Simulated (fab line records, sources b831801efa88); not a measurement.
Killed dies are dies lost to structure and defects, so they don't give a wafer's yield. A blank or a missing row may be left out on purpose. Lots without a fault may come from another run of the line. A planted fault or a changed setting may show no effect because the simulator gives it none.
fab line records | flow sky130
record lots=6 wafers=18 last_day=50
route steps=708 shown METAL5@665 PAD_OPEN@708
lots that met no fault: from a run of the same line without faults
start_h: hours from the record's first day to the start of the lot's first wafer shown | wait_h: hours since the lot's step before | " the same as in the row above | L1.1+2: a row that stands for several wafers | - no value, or no start given | * or withheld: withheld | < > ~ a bound
route shown NAME@n: a module of which the file shows steps, and the number in the route of the first | usual: mean/standard deviation of fault-free wafers | same: alike in all rows | chamber/n: place in a boat | sites: the reading at each site | _std_site: their standard deviation | _edge_site: outer sites' mean less inner sites' | radius_mm: how far each site lies from the wafer's centre | mask NAME#n: copy n | behind: the tool/chamber that last shaped the wafer | hold: why the lot was held/for how many hours/how that ended | device: the transistor (n, p or np) that didn't switch | end of line: the same wafers' tests at the end of the route | a step without rows: its recipe alone | killed: dies lost to structure and defects at the first sort, not the wafer's yield | map: a wafer's dies, x killed, . not, _ none there
set.NAME: the setting as run; set.NAME@STEP: as run at that earlier step | model.NAME: the simulator's own value behind a step, which no gauge read
lots at some steps of the route; a table a step, a row a wafer
services: from which hour (start_h, from the record's first day; less than 0 if before it) a tool's chamber was out of use, for how many hours, and why
## steps
# step SKY_METAL5_SPUTTER_04
# recipe material=TiN target_thk_nm=70 power_w=6500 time_s=58.3 chamber_pressure_pa=0.4
# usual throttle_valve_pct=29.7/0.91
# columns lot.wafer tool chamber start_h wait_h throttle_valve_pct
L329.1 pvd_sputter-03 - 1057.46 0.0 30.1
L329.4 " - " " 29.7
L329.5 " - " " 30.2
L334.1 pvd_sputter-02 - 1092.65 0.0 28.7
L334.2 " - " " 28.1
L334.3 " - " " 29.1
L336.1 pvd_sputter-04 - 1109.24 0.0 29.8
L336.4 " - " " 30.5
L336.6 " - " " 30.5
L338.3 pvd_sputter-02 - 1109.82 0.0 28.2
L338.5 " - " " 28.0
L338.6 " - " " 30.3
L341.1 pvd_sputter-03 - 1128.78 0.0 31.1
L341.3 " - " " 30.0
L341.4 " - " " 29.7
L342.1 pvd_sputter-03 - 1135.10 0.0 29.4
L342.2 " - " " 29.7
L342.3 " - " " 30.3
# step SKY_METAL5_RS_MEAS_05
# recipe thk_meas_gauge=four-point-probe reads=TiN_of_METAL5_SPUTTER_04+Ti_of_METAL5_SPUTTER_03+AlCu_of_METAL5_SPUTTER_02+TiN_of_METAL5_SPUTTER_01+Ti_of_METAL5_SPUTTER_00
# usual METAL5_ALCU_RS=0.0271/0.00034
# columns lot.wafer tool chamber start_h wait_h METAL5_ALCU_RS[ohm/sq]
L329.1 film_metro-04 - 1057.51 0.0 0.0272
L329.4 " - " " 0.0276
L329.5 " - " " 0.0274
L334.1 film_metro-02 - 1092.70 0.0 0.0270
L334.2 " - " " 0.0264
L334.3 " - " " 0.0274
L336.1 film_metro-04 - 1109.29 0.0 0.0278
L336.4 " - " " 0.0272
L336.6 " - " " 0.0273
L338.3 film_metro-03 - 1109.91 0.1 0.0273
L338.5 " - " " 0.0273
L338.6 " - " " 0.0271
L341.1 film_metro-03 - 1128.83 0.0 0.0273
L341.3 " - " " 0.0271
L341.4 " - " " 0.0276
L342.1 film_metro-02 - 1135.15 0.0 0.0269
L342.2 " - " " 0.0271
L342.3 " - " " 0.0266
# step SKY_METAL5_THK_MEAS_06
# recipe thk_meas_gauge=xrf reads=AlCu_of_METAL5_SPUTTER_02
# usual METAL5_ALCU_THK=1160/16
# columns lot.wafer tool chamber start_h wait_h METAL5_ALCU_THK[nm]
L329.1 film_metro-04 - 1057.63 0.1 1153
L329.4 " - " " 1141
L329.5 " - " " 1151
L334.1 film_metro-02 - 1092.82 0.1 1163
L334.2 " - " " 1183
L334.3 " - " " 1148
L336.1 film_metro-04 - 1109.41 0.1 1133
L336.4 " - " " 1159
L336.6 " - " " 1166
L338.3 film_metro-03 - 1110.01 0.1 1142
L338.5 " - " " 1144
L338.6 " - " " 1155
L341.1 film_metro-03 - 1128.95 0.1 1150
L341.3 " - " " 1151
L341.4 " - " " 1129
L342.1 film_metro-02 - 1135.27 0.1 1174
L342.2 " - " " 1169
L342.3 " - " " 1195
# step SKY_METAL5_DEHYDRATE_07
# recipe temp_c=200 time_s=60
# step SKY_METAL5_HMDS_08
# recipe prime_time_s=60 prime_temp_c=120
# step SKY_METAL5_COAT_09
# recipe resist=NOVOLAK spin_rpm=3000 resist_thk_nm=1800
# step SKY_METAL5_SOFTBAKE_10
# recipe temp_c=90 time_s=60 resist=NOVOLAK
# step SKY_METAL5_EXPOSE_11
# recipe mask_id=MM5 na=0.6 source_shape=conventional sigma_outer=0.6 polarization=unpolarized target_cd_nm=1600 dose_mj=190
# step SKY_METAL5_PEB_12
# recipe temp_c=withheld time_s=* resist=NOVOLAK
# step SKY_METAL5_DEVELOP_13
# recipe resist=NOVOLAK developer=TMAH develop_time_s=60 dev_temp_c=23
# step SKY_METAL5_DESCUM_14
# recipe chemistry=O2 source_power_w=150 bias_power_w=0 pressure_mtorr=10 temp_c=40 time_s=11
# usual drypump_motor_current_A=5.3/0.38 oes_product_au=1.007/0.009
# columns lot.wafer tool chamber start_h wait_h drypump_motor_current_A oes_product_au rf_hours_counter_h
L329.1 rie_metal-03 0 1079.12 0.1 5.6 1.015 2
L329.4 " 0 " " 5.7 1.012 -
L329.5 " 0 " " 5.6 1.010 -
L334.1 rie_metal-02 0 1112.95 0.1 5.6 1.009 0
L334.2 " 1 " " 4.8 1.015 15
L334.3 " 0 " " 5.5 1.010 -
L336.1 rie_metal-03 0 1129.18 0.1 5.7 1.006 6
L336.4 " 1 " " 5.1 1.016 -
L336.6 " 1 " " 5.1 1.010 -
L338.3 rie_metal-01 1 1129.71 0.1 6.0 1.011 -
L338.5 " 0 " " 5.1 1.001 -
L338.6 " 1 " " 6.0 1.020 -
L341.1 rie_metal-03 1 1147.48 0.1 5.1 1.020 11
L341.3 " 0 " " 5.7 1.019 -
L341.4 " 1 " " 5.1 1.011 -
L342.1 rie_metal-02 1 1153.53 0.1 4.8 1.008 19
L342.2 " 0 " " 5.6 1.002 3
L342.3 " 1 " " 4.8 1.019 -
# step SKY_METAL5_METAL_ETCH_15
# recipe target_depth_a=12600 stop_on=SiO2 over_etch_frac=0.2 time_s=252 chemistry=Cl2/BCl3 resist_sidewall_deg=86 pressure_mtorr=10 icp_w=881 bias_w=48.5 Cl2_flow_sccm=60 bcl3_flow_sccm=30
# usual bias_w=48.48/0.13 drypump_motor_current_A=5.3/0.38 oes_product_au=0.893/0.0049 throttle_valve_pct=22.264/0.0087
# columns lot.wafer tool chamber start_h wait_h bias_w drypump_motor_current_A oes_product_au rf_hours_counter_h throttle_valve_pct
L329.1 rie_metal-03 0 1079.16 0.0 48.56 5.7 0.889 2 22.273
L329.4 " 0 " " 48.81 5.7 0.900 - 22.261
L329.5 " 0 " " 48.60 5.6 0.888 - 22.261
L334.1 rie_metal-02 0 1112.98 0.0 48.44 5.6 0.889 0 22.259
L334.2 " 1 " " 48.34 4.8 0.888 15 22.259
L334.3 " 0 " " 48.56 5.5 0.895 - 22.261
L336.1 rie_metal-03 0 1129.21 0.0 48.61 5.7 0.888 6 22.272
L336.4 " 1 " " 48.47 5.1 0.893 - 22.264
L336.6 " 1 " " 48.55 5.1 0.889 - 22.263
L338.3 rie_metal-01 1 1129.81 0.1 48.47 6.0 0.890 - 22.259
L338.5 " 0 " " 48.65 5.1 0.891 - 22.259
L338.6 " 1 " " 48.47 6.0 0.892 - 22.274
L341.1 rie_metal-03 1 1147.51 0.0 48.27 5.1 0.897 11 22.275
L341.3 " 0 " " 48.59 5.7 0.894 - 22.250
L341.4 " 1 " " 48.55 5.1 0.898 - 22.268
L342.1 rie_metal-02 1 1153.56 0.0 48.34 4.8 0.880 19 22.260
L342.2 " 0 " " 48.64 5.5 0.891 4 22.271
L342.3 " 1 " " 48.30 4.8 0.893 - 22.264
# step SKY_METAL5_STRIP_16
# recipe chemistry=O2/N2 power_w=1400 pressure_mtorr=1500 platen_temp_c=withheld o2_flow_sccm=3000 n2_flow_sccm=300 overash_fraction=0.5
# usual drypump_motor_current_A=5.54/0.25 o2_flow_sccm=3000/9.7 oes_product_au=0.710/0.0046 strip_time_to_endpoint_s=13.09/0.11
# columns lot.wafer tool chamber start_h wait_h drypump_motor_current_A o2_flow_sccm oes_product_au rf_hours_counter_h strip_time_to_endpoint_s
L329.1 plasma_asher-03 0 1079.39 0.2 5.44 3015 0.711 96 13.04
L329.4 " 1 " " 5.15 2998 0.706 - 13.03
L329.5 " 0 " " 5.46 3015 0.711 - 13.07
L334.1 plasma_asher-04 1 1113.22 0.2 5.77 2995 0.717 69 13.19
L334.2 " 0 " " 5.80 3006 0.708 69 13.05
L334.3 " 1 " " 5.74 2999 0.704 - 13.14
L336.1 plasma_asher-03 0 1129.45 0.2 5.45 3003 0.701 100 13.02
L336.4 " 1 " " 5.15 2988 0.710 - 13.06
L336.6 " 0 " " 5.46 3007 0.716 - 13.02
L338.3 plasma_asher-04 0 1130.00 0.1 5.82 2993 0.718 - 13.16
L338.5 " 0 " " 5.79 2999 0.709 - 13.34
L338.6 " 1 " " 5.78 3016 0.733 - 12.59
L341.1 plasma_asher-04 1 1147.75 0.2 5.77 3003 0.739 73 12.56
L341.3 " 0 " " 5.79 3001 0.715 - 13.11
L341.4 " 1 " " 5.78 3008 0.738 - 12.51
L342.1 plasma_asher-02 0 1153.80 0.2 5.65 3009 0.711 41 12.90
L342.2 " 1 " " 5.51 3002 0.706 41 12.96
L342.3 " 0 " " 5.65 2995 0.712 - 12.78
# step SKY_METAL5_STRIP_17
# recipe chemistry=post_etch_residue_remover time_s=1200 temp_c=72.5
# step SKY_PAD_OPEN_PROBE_99
# usual defect_limited_yield=82.6/2 killed_at_M0_to_M3=43/7.6 killed_at_M4_up=2.9/1.9 killed_at_contacts=24/5 killed_at_front_end=15/4.3 killed_at_other=0.3/0.54 killed_dies=85/10 killed_open=47/7 killed_short=38/6.4 sort_bin_3_pad_short=0.8/0.4 sort_bin_5_function=10.3/1.6 sort_bin_6_memory=6.2/1.1 sort_n_pass=407/10 sort_yield_pct=82.6/2
# same gross_dies=492 killed_at_back_side=0 sort_bin_4_leakage[%]=0 sort_bin_8_speed[%]=0
# columns lot.wafer tool chamber start_h wait_h defect_limited_yield[%] killed_at_M0_to_M3 killed_at_M4_up killed_at_contacts killed_at_front_end killed_at_other killed_dies killed_open killed_short sort_bin_3_pad_short[%] sort_bin_5_function[%] sort_bin_6_memory[%] sort_n_pass sort_yield_pct[%]
L329.1 prober-01 - 1124.41 0.1 81.9 44 2 23 19 1 89 50 39 0.8 12.6 4.7 403 81.9
L329.4 prober-01 - 1124.56 0.2 87.6 29 4 19 9 0 61 30 31 1.2 5.3 5.9 431 87.6
L329.5 prober-01 - 1124.61 0.2 82.9 49 3 20 12 0 84 50 34 0.6 11.4 5.1 408 82.9
L334.1 prober-02 - 1154.79 0.1 86.6 26 2 22 16 0 66 37 29 0.8 8.7 3.9 426 86.6
L334.2 prober-02 - 1154.84 0.1 84.3 40 2 26 9 0 77 38 39 0.8 10.2 4.7 415 84.3
L334.3 prober-02 - 1154.89 0.2 81.1 36 4 34 19 0 93 51 42 0.4 10.8 7.7 399 81.1
L336.1 prober-01 - 1169.39 0.1 81.9 33 5 31 20 0 89 51 38 0.4 10.0 7.7 403 81.9
L336.4 prober-01 - 1169.54 0.2 83.5 42 1 28 10 0 81 48 33 0.8 9.8 5.9 411 83.5
L336.6 prober-01 - 1169.64 0.2 81.1 56 1 23 13 0 93 57 36 0.6 10.4 7.9 399 81.1
L338.3 prober-02 - 1170.37 0.2 82.7 41 2 26 16 0 85 56 29 0.2 11.6 5.5 407 82.7
L338.5 prober-02 - 1170.47 0.2 82.5 47 4 13 22 0 86 37 49 0.6 9.3 7.5 406 82.5
L338.6 prober-02 - 1170.52 0.2 85.4 38 4 19 11 0 72 43 29 1.2 9.6 3.9 420 85.4
L341.1 prober-01 - 1185.97 0.1 78.9 56 2 23 23 0 104 56 48 0.6 13.2 7.3 388 78.9
L341.3 prober-01 - 1186.07 0.2 81.1 53 0 27 13 0 93 53 40 1.0 9.8 8.1 399 81.1
L341.4 prober-01 - 1186.12 0.2 82.7 48 3 24 10 0 85 46 39 1.6 9.6 6.1 407 82.7
L342.1 prober-02 - 1190.77 0.1 81.3 43 2 35 12 0 92 50 42 1.8 9.6 7.3 400 81.3
L342.2 prober-02 - 1190.82 0.1 82.1 45 4 25 14 0 88 55 33 0.6 11.2 6.1 404 82.1
L342.3 prober-02 - 1190.87 0.2 78.9 57 2 34 11 0 104 54 50 0.8 12.4 7.9 388 78.9
# killed by level:class
L329.1 VIA1:geometric_particle:open=16 LI_CONTACT:geometric_particle:open=10 METAL2:geometric_particle:short=7 CONTACT:geometric_particle:short=6 POLY_GATE:geometric_particle:open=5 POLY_GATE:geometric_particle:short=5 CONTACT:geometric_particle:open=5 METAL1:geometric_particle:short=5
L329.4 FIELD_ISO:geometric_particle:open=6 VIA1:geometric_particle:open=6 CONTACT:geometric_particle:short=5 VIA3:geometric_particle:open=5 METAL2:geometric_particle:short=4 LI_CONTACT:geometric_particle:open=4 METAL1:geometric_particle:short=4 VIA1:geometric_particle:short=4
L329.5 VIA1:geometric_particle:open=12 VIA3:geometric_particle:open=8 CONTACT:geometric_particle:open=7 METAL1:geometric_particle:short=6 CONTACT:geometric_particle:short=5 VIA2:geometric_particle:open=5 POLY_GATE:geometric_particle:short=4 LI_CONTACT:geometric_particle:open=4
L334.1 CONTACT:geometric_particle:short=10 VIA1:geometric_particle:open=10 CONTACT:geometric_particle:open=9 FIELD_ISO:geometric_particle:short=5 FIELD_ISO:geometric_particle:open=4 VIA2:geometric_particle:open=4 VIA3:geometric_particle:open=4 VIA1:geometric_particle:short=3
L334.2 CONTACT:geometric_particle:open=11 METAL1:geometric_particle:short=6 LI_CONTACT:geometric_particle:open=6 VIA1:geometric_particle:open=6 CONTACT:geometric_particle:short=5 VIA2:geometric_particle:open=5 VIA3:geometric_particle:short=5 VIA1:geometric_particle:short=4
L334.3 VIA1:geometric_particle:open=9 CONTACT:geometric_particle:short=9 LI_CONTACT:geometric_particle:open=8 VIA3:geometric_particle:open=8 CONTACT:geometric_particle:open=7 LI_CONTACT:geometric_particle:short=5 METAL2:geometric_particle:short=5 FIELD_ISO:geometric_particle:short=4
L336.1 LI_CONTACT:geometric_particle:open=11 CONTACT:geometric_particle:open=10 FIELD_ISO:geometric_particle:open=6 VIA1:geometric_particle:open=6 METAL4:geometric_particle:short=5 METAL1:geometric_particle:short=5 LOCAL_INTERCONNECT:geometric_particle:short=4 METAL2:geometric_particle:short=4
L336.4 VIA1:geometric_particle:open=13 CONTACT:geometric_particle:open=7 METAL1:geometric_particle:short=7 LI_CONTACT:geometric_particle:open=6 CONTACT:geometric_particle:short=6 VIA2:geometric_particle:open=6 LI_CONTACT:geometric_particle:short=4 VIA3:geometric_particle:open=4
L336.6 VIA1:geometric_particle:open=13 CONTACT:geometric_particle:open=11 VIA2:geometric_particle:open=11 METAL2:geometric_particle:short=6 VIA1:geometric_particle:short=6 VIA3:geometric_particle:open=6 METAL1:geometric_particle:short=5 LI_CONTACT:geometric_particle:open=4
L338.3 LI_CONTACT:geometric_particle:open=11 CONTACT:geometric_particle:open=10 VIA3:geometric_particle:open=9 VIA1:geometric_particle:open=9 POLY_GATE:geometric_particle:open=7 VIA2:geometric_particle:open=6 METAL2:geometric_particle:short=6 VIA1:geometric_particle:short=4
L338.5 VIA1:geometric_particle:open=12 VIA1:geometric_particle:short=8 POLY_GATE:geometric_particle:short=7 VIA3:geometric_particle:open=7 FIELD_ISO:geometric_particle:short=5 LI_CONTACT:geometric_particle:short=5 SPACER:geometric_particle:open=4 VIA2:geometric_particle:short=4
L338.6 VIA1:geometric_particle:open=14 LI_CONTACT:geometric_particle:open=9 VIA1:geometric_particle:short=5 LI_CONTACT:geometric_particle:short=4 VIA2:geometric_particle:open=4 CONTACT:geometric_particle:open=4 FIELD_ISO:geometric_particle:short=3 FIELD_ISO:geometric_particle:open=3
L341.1 VIA1:geometric_particle:open=11 VIA3:geometric_particle:open=10 VIA2:geometric_particle:open=9 LOCAL_INTERCONNECT:geometric_particle:short=7 POLY_GATE:geometric_particle:open=6 METAL1:geometric_particle:short=6 VIA1:geometric_particle:short=5 CONTACT:geometric_particle:short=5
L341.3 CONTACT:geometric_particle:open=11 VIA1:geometric_particle:open=10 LI_CONTACT:geometric_particle:open=7 VIA1:geometric_particle:short=7 METAL2:geometric_particle:short=7 METAL1:geometric_particle:short=6 VIA2:geometric_particle:open=6 VIA3:geometric_particle:open=6
L341.4 CONTACT:geometric_particle:open=10 VIA1:geometric_particle:open=8 VIA2:geometric_particle:open=7 LI_CONTACT:geometric_particle:open=7 METAL1:geometric_particle:short=7 METAL2:geometric_particle:short=7 LI_CONTACT:geometric_particle:short=5 VIA3:geometric_particle:short=4
L342.1 CONTACT:geometric_particle:open=14 VIA1:geometric_particle:open=10 LI_CONTACT:geometric_particle:open=7 VIA3:geometric_particle:open=7 LOCAL_INTERCONNECT:geometric_particle:short=6 METAL1:geometric_particle:short=5 CONTACT:geometric_particle:short=5 VIA2:geometric_particle:short=5
L342.2 CONTACT:geometric_particle:open=11 VIA2:geometric_particle:open=8 VIA1:geometric_particle:open=7 LI_CONTACT:geometric_particle:open=6 VIA3:geometric_particle:open=6 FIELD_ISO:geometric_particle:open=5 METAL1:geometric_particle:short=5 METAL2:geometric_particle:short=5
L342.3 CONTACT:geometric_particle:open=13 VIA1:geometric_particle:open=11 METAL2:geometric_particle:short=9 VIA2:geometric_particle:open=8 LI_CONTACT:geometric_particle:open=7 VIA3:geometric_particle:open=7 LI_CONTACT:geometric_particle:short=6 CONTACT:geometric_particle:short=6
## services
# columns tool chamber start_h hours kind
pvd_sputter-02 - 1056.81 9.3 repair
plasma_asher-03 - 1089.18 0.5 repair
rie_metal-02 0 1091.00 - clean
rie_metal-02 0 1091.00 20.5 scheduled_down
rie_metal-02 0 1091.00 20.5 vent_cycle
pvd_sputter-03 - 1141.50 7.6 repair
plasma_asher-03 - 1150.12 1.8 repair
## key
first_sign step=SKY_METAL5_STRIP_16 reading=oes_product_au direction=up sigmas=5.7 usual=0.710 struck=0.737
effect step=SKY_METAL5_STRIP_16 reading=strip_time_to_endpoint_s direction=down sigmas=4.8 usual=* struck=*
met_at SKY_METAL5_STRIP_16
struck_wafers L338.6,L341.1,L341.4
onset_between 1113.22 1130.00
fault kind=process_parameter_drift tool=plasma_asher-04 chamber=1 onset_h=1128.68 steps=SKY_METAL5_STRIP_16 channel=power_w offset=* shape=step end_h=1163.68 acts_in=* stated=*
